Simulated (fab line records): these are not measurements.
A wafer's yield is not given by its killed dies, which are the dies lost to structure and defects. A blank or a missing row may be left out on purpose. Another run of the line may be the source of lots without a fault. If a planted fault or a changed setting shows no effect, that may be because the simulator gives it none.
Split-lot trial -- flow gf180mcu -- 5 lots, 23 wafers read, on a route of 602 steps

## ON THE SPLIT
At GF_MIM_SPUTTER_08 (material AlCu, target thk 200 nm, time 10.6 s), the setting timeS was moved away from the recipe's 10.6 s on 8 of the 23 wafers read, by -8.2% to +14.2%. The other wafers ran this setting at the recipe's value.

## FROM THE SPLIT TO THE READING: what the file shows between them, 6 steps
- GF_MIM_SPUTTER_09: material TiN, target thk 35 nm, time 29.2 s
- GF_MIM_RS_MEAS_10: measures by four-point-probe
- GF_MIM_THK_MEAS_11: measures by xrf
- GF_MIM_EXPOSE_16: exposes mask FuseTop, target cd 2000 nm (also split here: doseMj)
- GF_MIM_PEB_17
- GF_MIM_DEVELOP_18: develop time 60 s

## THE READING
oesProductAu, in a.u., at GF_MIM_METAL_ETCH_19 (etches the open film in Cl2/BCl3, stops on Si3N4, target depth 324.5 nm, time 54.1 s). On this fab line, fault-free wafers typically give 0.941 a.u. with a standard deviation of 0.0048 a.u.

wafer,"tool, chamber at the split","timeS as run, s",against the recipe,"oesProductAu, a.u.",against lot-mates on the recipe
L076.1,"pvdSputter-04, -",10.6,recipe,0.940,-
L076.5,"pvdSputter-04, -",10.6,recipe,0.940,-
L076.6,"pvdSputter-04, -",10.6,recipe,0.953,-
L078.1,"pvdSputter-04, -",10.6,recipe,0.931,-
L078.2,"pvdSputter-04, -",11.72,+10.6%,0.977,+0.044
L078.4,"pvdSputter-04, -",10.6,recipe,0.933,-
L078.5,"pvdSputter-04, -",10.6,recipe,0.936,-
L078.6,"pvdSputter-04, -",11.72,+10.6%,0.976,+0.043
L082.1,"pvdSputter-04, -",10.6,recipe,0.935,-
L082.2,"pvdSputter-04, -",12.11,+14.2%,0.986,+0.044
L082.3,"pvdSputter-04, -",12.11,+14.2%,0.980,+0.038
L082.4,"pvdSputter-04, -",10.6,recipe,0.948,-
L082.5,"pvdSputter-04, -",12.11,+14.2%,0.991,+0.049
L083.2,"pvdSputter-04, -",10.6,recipe,0.953,-
L083.3,"pvdSputter-04, -",10.6,recipe,0.942,-
L083.4,"pvdSputter-04, -",10.6,recipe,0.943,-
L083.5,"pvdSputter-04, -",10.6,recipe,0.939,-
L083.6,"pvdSputter-04, -",10.6,recipe,0.939,-
L084.2,"pvdSputter-01, -",10.6,recipe,0.946,-
L084.3,"pvdSputter-01, -",10.6,recipe,0.941,-
L084.4,"pvdSputter-01, -",9.728,-8.2%,0.910,-0.033
L084.5,"pvdSputter-01, -",9.728,-8.2%,0.911,-0.032
L084.6,"pvdSputter-01, -",9.728,-8.2%,0.910,-0.033

FIT RESULTS
A straight line over all 23 wafers: oesProductAu changes by +0.00332 a.u. for each +1% of timeS; r = +0.97; the points scatter about the line by 0.0058 a.u.
The same after taking each lot's own level away (the mean of its wafers on the recipe; 23 wafers): +0.00353 a.u. for each +1%; r = +0.97; scatter 0.0055 a.u.
On that fit, the largest move of timeS shifts the reading by 0.05 a.u.
Across the lots, their own levels run from 0.9333 to 0.9443 a.u., a range of 2.3 times the standard deviation given above.
Hence the lot-to-lot level has little effect on the slope; both slopes agree.
Check: for one of the wafers moved furthest among these (+14.2%), held out of the fit, the line's prediction against its lot-mates is +0.0507 a.u. It came out at +0.0445 a.u. against them.

## THESE WAFERS: OTHER SPLITS
Other splits were also applied to these wafers ahead of the reading. Each is held against what the fit with the lots' levels taken away leaves over:
other split on the same wafers,wafers away from the commonest value,r with oesProductAu (lot level and that fit taken away)
GF_MIM_CVD_05 timeS,6,-0.22
GF_MIM_EXPOSE_16 doseMj,7,+0.29

## THE WHOLE CHAIN: every reading that the file lists as answering this split, in the file's order
step,what it does,reading,change (the file's fit),r (the file's)
GF_MIM_SPUTTER_08,"material AlCu, target thk 200 nm, time 10.6 s","AlCu_of_MIM_SPUTTER_08.thkNm (the simulator's own value, which no gauge read)",+2.04 nm for each +1% of the setting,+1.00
GF_MIM_RS_MEAS_10,measures by four-point-probe,MIM_ALCU_RS,-0.00159 for each +1% of the setting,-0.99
GF_MIM_THK_MEAS_11,measures by xrf,MIM_ALCU_THK,+2 for each +1% of the setting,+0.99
GF_MIM_METAL_ETCH_19,"etches the open film in Cl2/BCl3, stops on Si3N4, target depth 324.5 nm, time 54.1 s",oesProductAu,+0.00354 a.u. for each +1% of the setting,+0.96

## THE FILE'S OWN FIT
oesProductAu changes by +0.00354 a.u. for each +1% of timeS, r = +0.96.
